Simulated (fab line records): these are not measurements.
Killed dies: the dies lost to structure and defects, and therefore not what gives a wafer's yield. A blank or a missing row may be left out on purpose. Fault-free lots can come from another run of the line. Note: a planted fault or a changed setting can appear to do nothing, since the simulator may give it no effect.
fab line records	flow sfq-line
record lots=15	wafers=45	last-day=86
route steps=325 shown I0@43 A5B@211 I7@307 M8@322
lots that met no fault: from a run of the same line without faults
start-h: the number of hours between the record's first day and the start of the first shown wafer of the lot	wait-h: time in hours since the lot's previous step	" repeats the value in the row above	L1.1+2: several wafers, shown together as one row	- no value present, or no start provided	* or withheld: withheld	< > ~ a bound
route shown NAME@n: a module of which the file shows steps, and the number in the route of the first	usual: mean/standard deviation taken from wafers without a fault	same: alike in all rows	chamber/n: place in a boat	sites: each site's reading	_std_site: their standard deviation	_edge_site: mean of outer sites minus mean of inner sites	radius-mm: for every site, how far away it sits from the centre of the wafer	mask NAME#n: copy n	behind: the most recent tool/chamber to have shaped the wafer	hold: reason for holding the lot/hours on hold/outcome of the hold	device: transistor that didn't switch, given as n, p or np	end of line: at the end of the route, the tests of the same wafers	a step without rows: its recipe alone	killed: the dies lost at the first sort to structure and to defects; this is not the yield of the wafer	map: shows each die of a wafer: x if killed, . if not, _ if none is there
set.NAME: the run value of the setting; set.NAME@STEP: its run value at that earlier step	model.NAME: the simulator's own value behind a step, which no gauge read
route steps across a sampled set of lots; one table per step, one row per wafer
services: a tool's chamber out of use, with start hour (start-h, from the record's first day; less than 0 if before it), hours out, and reason
## steps
# step SFQ_TRILAYER_I0_DEP_PECVD_027
# recipe material=SiO2	temp-c=150	time-s=111.11	pressure-torr=2.4	rf-w=183.3	precursor=SiH4/N2O	target-thk-nm=500
# usual heater-power-w=86/17	rf-fwd-power-W=182.2/0.62	throttle-valve-pct=24.1/1.9
lot.wafer	tool	chamber	start-h	wait-h	heater-power-w	rf-fwd-power-W	throttle-valve-pct
L480.1	pecvd-02	2	234.67	0.0	110	183.0	22.8
L480.2	"	1	"	"	90	182.0	22.2
L480.3	"	0	"	"	79	182.0	22.8
L484.1	pecvd-02	2	285.38	0.0	99	182.7	22.7
L484.2	"	1	"	"	84	182.8	22.3
L484.5	"	1	"	"	84	181.5	22.3
L485.1	pecvd-03	1	294.79	0.0	55	181.2	23.9
L485.3	"	0	"	"	105	182.9	25.0
L485.4	"	2	"	"	75	182.0	26.2
L486.1	pecvd-03	2	301.99	0.0	78	182.7	26.5
L486.3	"	0	"	"	98	181.9	24.8
L486.5	"	0	"	"	103	182.2	24.8
L487.1	pecvd-02	2	307.99	0.0	97	182.1	22.7
L487.4	"	1	"	"	85	181.8	22.7
L487.6	"	2	"	"	106	183.7	23.0
L488.1	pecvd-01	2	318.51	0.0	108	182.8	23.9
L488.3	"	1	"	"	111	182.1	30.5
L488.4	"	0	"	"	57	182.7	24.0
L491.2	pecvd-02	2	337.44	0.0	112	153.4	23.1
L491.3	"	0	"	"	85	153.0	23.3
L491.4	"	0	"	"	87	152.2	23.2
L492.2	pecvd-02	0	345.84	0.0	90	153.3	23.3
L492.3	"	2	"	"	123	153.0	22.9
L492.4	"	1	"	"	105	151.8	22.5
L493.2	pecvd-02	0	351.84	0.0	89	152.7	23.2
L493.3	"	1	"	"	92	152.9	22.5
L493.5	"	1	"	"	94	152.5	22.6
L497.2	pecvd-03	1	412.21	0.0	68	181.8	23.6
L497.4	"	1	"	"	55	182.0	23.8
L497.6	"	2	"	"	78	182.8	26.2
L499.3	pecvd-02	0	431.41	0.0	72	183.0	23.5
L499.4	"	1	"	"	92	182.3	22.5
L499.6	"	0	"	"	74	181.4	23.5
L500.1	pecvd-02	1	451.84	0.0	90	182.5	22.7
L500.2	"	0	"	"	74	182.3	23.5
L500.5	"	1	"	"	79	181.2	22.8
L501.1	pecvd-02	2	465.76	0.0	110	183.1	23.2
L501.2	"	0	"	"	76	181.7	23.7
L501.3	"	1	"	"	91	182.2	22.8
L502.2	pecvd-03	0	470.91	0.0	98	182.1	24.9
L502.4	"	2	"	"	74	182.2	25.8
L502.5	"	0	"	"	105	181.8	24.8
L503.2	pecvd-03	2	478.78	0.0	66	182.7	26.1
L503.3	"	0	"	"	93	181.8	24.9
L503.6	"	0	"	"	98	182.5	25.0
# step SFQ_TRILAYER_A5B_METRO_MEASURE_131
# usual thk-nm=340/6.4
lot.wafer	tool	chamber	start-h	wait-h	thk-nm
L480.1	film-metro-04	-	1243.36	1.0	345
L480.2	"	-	"	"	335
L480.3	"	-	"	"	338
L484.1	film-metro-04	-	1261.98	2.5	343
L484.2	"	-	"	"	346
L484.5	"	-	"	"	356
L485.1	film-metro-01	-	1270.98	2.0	344
L485.3	"	-	"	"	355
L485.4	"	-	"	"	343
L486.1	film-metro-01	-	1276.98	2.0	349
L486.3	"	-	"	"	336
L486.5	"	-	"	"	356
L487.1	film-metro-03	-	1282.36	1.5	336
L487.4	"	-	"	"	346
L487.6	"	-	"	"	344
L488.1	film-metro-03	-	1406.36	2.0	347
L488.3	"	-	"	"	352
L488.4	"	-	"	"	351
L491.2	film-metro-04	-	1448.26	2.2	348
L491.3	"	-	"	"	339
L491.4	"	-	"	"	334
L492.2	film-metro-01	-	1451.26	2.7	334
L492.3	"	-	"	"	325
L492.4	"	-	"	"	345
L493.2	film-metro-04	-	1460.26	2.2	335
L493.3	"	-	"	"	334
L493.5	"	-	"	"	330
L497.2	film-metro-01	-	1472.26	1.2	328
L497.4	"	-	"	"	332
L497.6	"	-	"	"	331
L499.3	film-metro-04	-	1476.87	2.9	339
L499.4	"	-	"	"	351
L499.6	"	-	"	"	341
L500.1	film-metro-01	-	1484.06	1.0	339
L500.2	"	-	"	"	350
L500.5	"	-	"	"	339
L501.1	film-metro-04	-	1488.47	2.0	337
L501.2	"	-	"	"	342
L501.3	"	-	"	"	346
L502.2	film-metro-03	-	1490.26	2.2	335
L502.4	"	-	"	"	338
L502.5	"	-	"	"	336
L503.2	film-metro-03	-	1523.23	1.2	336
L503.3	"	-	"	"	336
L503.6	"	-	"	"	340
# step SFQ_TRILAYER_I7_VIA_BARC_OPEN_VIA_ETCH_260
# recipe mask-material=PR	chemistry=O2	target-depth-nm=125	target=BARC	source-w=500	bias-w=80	pressure-mtorr=30	time-s=41.7
# usual drypump-motor-current-A=5.5/0.4	oes-product-au=0.684/0.005
lot.wafer	tool	chamber	start-h	wait-h	drypump-motor-current-A	oes-product-au	rf-hours-counter-h
L480.1	rie-diel-04	1	1750.74	0.0	6.0	0.683	5
L480.2	"	0	"	"	5.8	0.686	17
L480.3	"	3	"	"	5.4	0.684	0
L484.1	rie-diel-03	0	1778.28	0.0	5.8	0.683	20
L484.2	"	3	"	"	5.1	0.685	14
L484.5	"	0	"	"	5.8	0.682	-
L485.1	rie-diel-02	3	1896.53	0.0	5.8	0.691	3
L485.3	"	2	"	"	5.5	0.679	19
L485.4	"	1	"	"	5.8	0.688	-
L486.1	rie-diel-03	0	1897.73	0.0	5.9	0.684	1
L486.3	"	3	"	"	5.1	0.684	15
L486.5	"	0	"	"	5.9	0.687	-
L487.1	rie-diel-03	0	1902.53	0.0	5.8	0.682	1
L487.4	"	3	"	"	5.1	0.691	16
L487.6	"	2	"	"	6.1	0.677	-
L488.1	rie-diel-02	1	1912.13	0.0	5.8	0.693	2
L488.3	"	3	"	"	5.8	0.682	4
L488.4	"	0	"	"	5.5	0.684	4
L491.2	rie-diel-03	1	1926.53	0.0	4.8	0.694	12
L491.3	"	0	"	"	5.8	0.685	1
L491.4	"	2	"	"	6.1	0.683	8
L492.2	rie-diel-04	2	1932.53	0.0	5.2	0.679	4
L492.3	"	1	"	"	5.9	0.680	8
L492.4	"	3	"	"	5.4	0.680	3
L493.2	rie-diel-02	2	1938.53	0.0	5.6	0.688	0
L493.3	"	0	"	"	5.5	0.694	5
L493.5	"	1	"	"	5.8	0.683	-
L497.2	rie-diel-04	0	1960.14	0.0	5.8	0.696	21
L497.4	"	3	"	"	5.4	0.683	4
L497.6	"	1	"	"	6.0	0.683	-
L499.3	rie-diel-03	3	1969.74	0.0	5.1	0.676	17
L499.4	"	0	"	"	5.8	0.692	2
L499.6	"	2	"	"	6.1	0.684	-
L500.1	rie-diel-02	1	1972.14	0.0	5.8	0.688	4
L500.2	"	3	"	"	5.8	0.679	5
L500.5	"	2	"	"	5.5	0.677	-
L501.1	rie-diel-03	3	1975.94	0.0	5.1	0.688	17
L501.2	"	2	"	"	6.1	0.692	9
L501.3	"	1	"	"	4.8	0.684	13
L502.2	rie-diel-03	3	1979.54	0.0	5.1	0.690	17
L502.4	"	0	"	"	5.8	0.689	2
L502.5	"	3	"	"	5.1	0.681	-
L503.2	rie-diel-04	1	1982.10	0.0	6.0	0.682	9
L503.3	"	3	"	"	5.4	0.679	4
L503.6	"	3	"	"	5.4	0.695	-
# step SFQ_M8_RS_MEAS_949
# recipe thk-meas-gauge=four-point-probe	reads=Au_of_TRILAYER_M8_DEP_EVAP_196+Pt_of_TRILAYER_M8_DEP_EVAP_198+Ti_of_TRILAYER_M8_DEP_EVAP_197
# usual M8_AU_RS=0.1536/0.002
lot.wafer	tool	chamber	start-h	wait-h	M8_AU_RS[ohm/sq]
L480.1	film-metro-01	-	1826.07	0.3	0.1548
L480.2	"	-	"	"	0.1553
L480.3	"	-	"	"	0.1514
L484.1	film-metro-04	-	1836.87	0.3	0.1527
L484.2	"	-	"	"	0.1537
L484.5	"	-	"	"	0.1537
L485.1	film-metro-04	-	1902.21	0.3	0.1542
L485.3	"	-	"	"	0.1517
L485.4	"	-	"	"	0.1537
L486.1	film-metro-02	-	1903.41	0.3	0.1536
L486.3	"	-	"	"	0.1515
L486.5	"	-	"	"	0.1543
L487.1	film-metro-04	-	1908.21	0.3	0.1518
L487.4	"	-	"	"	0.1518
L487.6	"	-	"	"	0.1505
L488.1	film-metro-04	-	1934.44	0.3	0.1553
L488.3	"	-	"	"	0.1556
L488.4	"	-	"	"	0.1558
L491.2	film-metro-01	-	2003.10	0.3	0.1521
L491.3	"	-	"	"	0.1549
L491.4	"	-	"	"	0.1530
L492.2	film-metro-02	-	2010.30	0.3	0.1544
L492.3	"	-	"	"	0.1562
L492.4	"	-	"	"	0.1536
L493.2	film-metro-02	-	2015.10	0.3	0.1532
L493.3	"	-	"	"	0.1532
L493.5	"	-	"	"	0.1532
L497.2	film-metro-02	-	2033.98	0.3	0.1560
L497.4	"	-	"	"	0.1534
L497.6	"	-	"	"	0.1546
L499.3	film-metro-04	-	2041.20	0.3	0.1533
L499.4	"	-	"	"	0.1526
L499.6	"	-	"	"	0.1552
L500.1	film-metro-01	-	2043.56	0.3	0.1556
L500.2	"	-	"	"	0.1531
L500.5	"	-	"	"	0.1543
L501.1	film-metro-02	-	2044.76	0.3	0.1537
L501.2	"	-	"	"	0.1538
L501.3	"	-	"	"	0.1524
L502.2	film-metro-02	-	2050.78	0.3	0.1569
L502.4	"	-	"	"	0.1554
L502.5	"	-	"	"	0.1561
L503.2	film-metro-02	-	2054.38	0.3	0.1510
L503.3	"	-	"	"	0.1518
L503.6	"	-	"	"	0.1492
## services
tool	chamber	start-h	hours	kind
rie-diel-03	0	235.89	4.1	repair
pecvd-02	1	271.67	4.5	repair
rie-diel-03	2	293.47	9.8	repair
pecvd-02	-	381.50	6.0	pm
pecvd-02	-	390.71	1.9	repair
pecvd-02	-	425.91	5.5	pm
pecvd-02	-	746.09	0.8	repair
pecvd-02	1	758.62	4.2	repair
pecvd-02	-	777.60	4.0	repair
pecvd-02	1	801.29	19.2	repair
pecvd-02	-	829.62	5.0	repair
pecvd-02	-	839.12	0.5	repair
pecvd-02	-	1163.96	2.8	pm
pecvd-02	-	1245.70	2.3	repair
pecvd-02	-	1447.58	0.8	repair
pecvd-02	-	1489.51	1.6	repair
pecvd-02	-	1520.35	2.3	repair
pecvd-02	1	1553.67	22.2	repair
pecvd-02	-	1600.75	1.0	repair
pecvd-02	-	1675.09	14.3	repair
pecvd-02	-	1680.11	2.2	repair
pecvd-02	-	1689.35	14.0	pm
pecvd-02	2	1732.54	4.8	repair
pecvd-02	-	1748.31	0.8	repair
## key
first-sign step=SFQ_TRILAYER_I0_DEP_PECVD_027	reading=rf-fwd-power-W	direction=down	sigmas=47	usual=182.2	struck=152.8
effect none on later readings
met-at SFQ_TRILAYER_I0_DEP_PECVD_027
struck-lots L491,L492,L493
not-acting-at SFQ_TRILAYER_A5B_METRO_MEASURE_131,SFQ_TRILAYER_I7_VIA_BARC_OPEN_VIA_ETCH_260,SFQ_M8_RS_MEAS_949
onset-between 307.99 337.44
fault kind=process-parameter-drift	tool=pecvd-02	chamber=-	onset-h=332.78	steps=SFQ_TRILAYER_I0_DEP_PECVD_027	channel=rf-w	offset=-29.328	shape=step	end-h=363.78	acts-in=these-recipes-only	stated=183.3
